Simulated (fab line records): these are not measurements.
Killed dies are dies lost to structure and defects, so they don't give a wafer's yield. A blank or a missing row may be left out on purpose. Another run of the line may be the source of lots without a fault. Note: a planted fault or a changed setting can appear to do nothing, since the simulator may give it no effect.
Problem report, 8D (eight disciplines) form, completed by code    flow sfqLine    the parts of the form that need people (team, actions taken, sign-off) are left out

1. PROBLEM STATEMENT
At SFQ_TRILAYER_I4_VIA_ETCH_VIA_ETCH_106, biasW averages 94.00 W over 9 wafers from 3 lots, while fault-free wafers read 79.99 W, standard deviation 0.23. That puts it +61 standard deviations away from the usual mean.
The step: etches SiO2 in CHF3, stops on Nb, target depth 260 nm.
The first sign was on wafer L863.4 at day 38 08:59, on rieDiel-03. The record holds 45 wafers of 15 lots with a number at this step. Rule for "out" (also "out of limits"): further than 4 standard deviations from the usual mean. Any other wafer with a number is counted as sound.

2. WHAT IT IS; WHAT IT IS NOT
question                     is                      is not
which readings at this step  biasW                   drypumpMotorCurrentA
which lots                   L863, L865, L866        L859, L860, L862, L872, L873, L874, L875, L877, L878, L879, L880, L882
which wafers of those lots   all that have a number  -
read on which tools          rieDiel-03              rieDiel-01, rieDiel-04
when                         from day 38 08:59       up to then (9 sound wafers); but 27 sound wafers of L872, L873, L874, L875, L877, L878, L879, L880, L882 came after

3. WHAT RULES OUT EACH SUSPECT
Counting: a tool at a process step up to the reading stays a suspect if it ran every lot that is out and no sound lot after the first of them.
- rieDiel-03 at SFQ_TRILAYER_I4_VIA_ETCH_VIA_ETCH_106 (etches SiO2 in CHF3, stops on Nb, target depth 260 nm): ruled out as a lasting fault. Sound lots L873, L874, L875, L877, L879 ran on it after its first lot that is out, L863 (day 38 08:59).
Left after counting: nothing in the record.

4. THE CAUSE (what the simulator had put in)
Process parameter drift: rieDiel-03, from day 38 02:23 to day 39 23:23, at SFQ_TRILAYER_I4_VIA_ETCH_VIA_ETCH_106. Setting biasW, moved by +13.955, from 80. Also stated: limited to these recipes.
Counting ruled it out, wrongly.

5. THE CHAIN OF EFFECTS, in route order
One row per reading whose mean, taken over the struck wafers that have a number, lies over 3 standard deviations from the usual. Only readings for which the record gives a usual standard deviation are gone through. hours: the time from each lot's start at the first step in this table that gives one to its start at this step, as a median over the lots. sigmas: the change in usual standard deviations.
hours  step                                   reading  usual    on struck wafers  change  sigmas
0      SFQ_TRILAYER_I4_VIA_ETCH_VIA_ETCH_106  biasW    79.99 W  94.00             +14.01  +61
The process steps in it:
- SFQ_TRILAYER_I4_VIA_ETCH_VIA_ETCH_106: etches SiO2 in CHF3, stops on Nb, target depth 260 nm.

6. WHAT WOULD HAVE CAUGHT IT SOONER
The fault began at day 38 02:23; the first out-of-limits reading in this record came at day 38 08:59, 7 hours later.
